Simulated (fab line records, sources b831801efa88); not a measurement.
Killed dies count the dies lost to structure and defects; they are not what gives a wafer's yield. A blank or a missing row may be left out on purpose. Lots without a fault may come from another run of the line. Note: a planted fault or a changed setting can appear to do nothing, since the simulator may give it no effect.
Check of tool commonality :: flow sky130 :: 13 lots, 39 wafers sampled

## WHAT PROMPTED THE OPENING
Of 13 lots, 4 have the reading SD_N_OVL flagged at SKY_SD_N_OVL_MEAS_08. No-fault wafers: 0.9 nm, standard deviation 1.3.
Rule: flag the lot when none of its wafers has a number, or when each of its wafers that has one lies beyond 4 standard deviations from that mean. The other lots count as sound.

lot: L969
measured: day 28 16:17
on: overlay-02
SD_N_OVL (nm), wafer by wafer: 0.3 1.7 3.6
flag: 

lot: L970
measured: day 29 03:41
on: overlay-02
SD_N_OVL (nm), wafer by wafer: -0.4 -0.4 -0.3
flag: 

lot: L973
measured: day 30 05:26
on: overlay-02
SD_N_OVL (nm), wafer by wafer: 0.7 -0.3 0.4
flag: 

lot: L974
measured: day 30 06:39
on: overlay-02
SD_N_OVL (nm), wafer by wafer: 2.2 2.4 -0.6
flag: 

lot: L976
measured: day 31 05:57
on: overlay-01
SD_N_OVL (nm), wafer by wafer: 2.2 2.0 1.5
flag: 

lot: L977
measured: day 31 13:25
on: overlay-02
SD_N_OVL (nm), wafer by wafer: 2.3 3.1 4.1
flag: 

lot: L978
measured: day 31 20:32
on: overlay-02
SD_N_OVL (nm), wafer by wafer: 269.5 271.6 271.5
flag: FLAGGED

lot: L980
measured: day 32 13:11
on: overlay-01
SD_N_OVL (nm), wafer by wafer: 270.3 267.3 269.0
flag: FLAGGED

lot: L982
measured: day 33 00:14
on: overlay-01
SD_N_OVL (nm), wafer by wafer: 271.2 269.1 270.9
flag: FLAGGED

lot: L983
measured: day 33 10:39
on: overlay-02
SD_N_OVL (nm), wafer by wafer: 0.8 0.9 0.9
flag: 

lot: L985
measured: day 34 06:53
on: overlay-01
SD_N_OVL (nm), wafer by wafer: 270.0 272.1 269.7
flag: FLAGGED

lot: L989
measured: day 35 05:26
on: overlay-02
SD_N_OVL (nm), wafer by wafer: 0.8 2.4 0.7
flag: 

lot: L992
measured: day 35 19:41
on: overlay-02
SD_N_OVL (nm), wafer by wafer: -1.9 -0.8 -1.0
flag: 
On average the flagged lots read 270.2 nm, which is +269.3 nm against the usual, or +99 or more standard deviations.

## EACH LOT AND THE TOOL IT RAN ON
2 process steps preceding the reading are held in the record, out of 708 steps in the route. In each cell: the tool, then ch and the chambers that the sampled wafers went through, then the start.
lot: L969
flag: 
SKY_SPACER_ETCHBACK_02: rie_diel-01 ch 2,3, day 23 15:20
SKY_SD_N_EXPOSE_04: iline_stepper-02 ch 0, day 28 01:53

lot: L970
flag: 
SKY_SPACER_ETCHBACK_02: rie_diel-02 ch 0,1,3, day 24 04:02
SKY_SD_N_EXPOSE_04: iline_stepper-02 ch 0, day 28 13:34

lot: L973
flag: 
SKY_SPACER_ETCHBACK_02: rie_diel-02 ch 1,3, day 25 06:26
SKY_SD_N_EXPOSE_04: iline_stepper-02 ch 0, day 29 14:37

lot: L974
flag: 
SKY_SPACER_ETCHBACK_02: rie_diel-01 ch 0,1, day 25 08:29
SKY_SD_N_EXPOSE_04: iline_stepper-01 ch 0, day 29 16:47

lot: L976
flag: 
SKY_SPACER_ETCHBACK_02: rie_diel-03 ch 0,2, day 26 09:02
SKY_SD_N_EXPOSE_04: iline_stepper-01 ch 0, day 30 15:34

lot: L977
flag: 
SKY_SPACER_ETCHBACK_02: rie_diel-02 ch 0,1,3, day 26 18:08
SKY_SD_N_EXPOSE_04: iline_stepper-01 ch 0, day 30 23:39

lot: L978
flag: FLAGGED
SKY_SPACER_ETCHBACK_02: rie_diel-03 ch 0,1,3, day 27 01:52
SKY_SD_N_EXPOSE_04: iline_stepper-01 ch 0, day 31 07:14

lot: L980
flag: FLAGGED
SKY_SPACER_ETCHBACK_02: rie_diel-02 ch 1,2,3, day 27 16:53
SKY_SD_N_EXPOSE_04: iline_stepper-01 ch 0, day 31 22:38

lot: L982
flag: FLAGGED
SKY_SPACER_ETCHBACK_02: rie_diel-03 ch 0,1,3, day 28 06:46
SKY_SD_N_EXPOSE_04: iline_stepper-01 ch 0, day 32 10:29

lot: L983
flag: 
SKY_SPACER_ETCHBACK_02: rie_diel-03 ch 0,3, day 28 16:46
SKY_SD_N_EXPOSE_04: iline_stepper-02 ch 0, day 32 20:49

lot: L985
flag: FLAGGED
SKY_SPACER_ETCHBACK_02: rie_diel-03 ch 0,1,3, day 29 13:35
SKY_SD_N_EXPOSE_04: iline_stepper-01 ch 0, day 33 16:58

lot: L989
flag: 
SKY_SPACER_ETCHBACK_02: rie_diel-01 ch 0,2,3, day 30 13:02
SKY_SD_N_EXPOSE_04: iline_stepper-02 ch 0, day 34 16:01

lot: L992
flag: 
SKY_SPACER_ETCHBACK_02: rie_diel-01 ch 0,1, day 31 05:26
SKY_SD_N_EXPOSE_04: iline_stepper-02 ch 0, day 35 05:49
What the steps here do:
- SKY_SPACER_ETCHBACK_02: etches Si3N4 in CH3F/O2, stops on SiO2, time 46.7 s, target depth 45 nm.
- SKY_SD_N_EXPOSE_04: exposes mask NSDM, target cd 380 nm.
- SKY_SD_N_OVL_MEAS_08

## FLAGGED OVER TOTAL, TOOL BY TOOL (the gauges that took the reading come last)
step: SKY_SPACER_ETCHBACK_02
tool: rie_diel-01
lots run: 4
flagged: 0
share of the flagged lots: none
sound lots run after its first flagged lot: -

step: SKY_SPACER_ETCHBACK_02
tool: rie_diel-02
lots run: 4
flagged: 1
share of the flagged lots: some
sound lots run after its first flagged lot: 0

step: SKY_SPACER_ETCHBACK_02
tool: rie_diel-03
lots run: 5
flagged: 3
share of the flagged lots: some
sound lots run after its first flagged lot: 1 (L983)

step: SKY_SD_N_EXPOSE_04
tool: iline_stepper-01
lots run: 7
flagged: 4
share of the flagged lots: all
sound lots run after its first flagged lot: 0

step: SKY_SD_N_EXPOSE_04
tool: iline_stepper-02
lots run: 6
flagged: 0
share of the flagged lots: none
sound lots run after its first flagged lot: -

step: SKY_SD_N_OVL_MEAS_08
tool: overlay-01
lots run: 4
flagged: 3
share of the flagged lots: some
sound lots run after its first flagged lot: 0

step: SKY_SD_N_OVL_MEAS_08
tool: overlay-02
lots run: 9
flagged: 1
share of the flagged lots: some
sound lots run after its first flagged lot: 3 (L983,L989,L992)

## WHAT IS ALLOWED BY THE TABLE
All flagged lots share 1 row of the table, namely iline_stepper-01 at SKY_SD_N_EXPOSE_04.
- iline_stepper-01 at SKY_SD_N_EXPOSE_04 ran 7 lots, 4 of them flagged. Its last sound lot is L977 (day 30 23:39), its first flagged lot L978 (day 31 07:14): a fault that began between those two fits.
iline_stepper-01 at SKY_SD_N_EXPOSE_04 is the single tool remaining.

## WHAT HAD BEEN PUT IN BY THE SIMULATOR
Scanner matching overlay: iline_stepper-01, from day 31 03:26 on, at SKY_SD_N_EXPOSE_04. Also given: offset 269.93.
Shown lots that were struck: L978, L980, L982, L985. This agrees with what the rule above found.
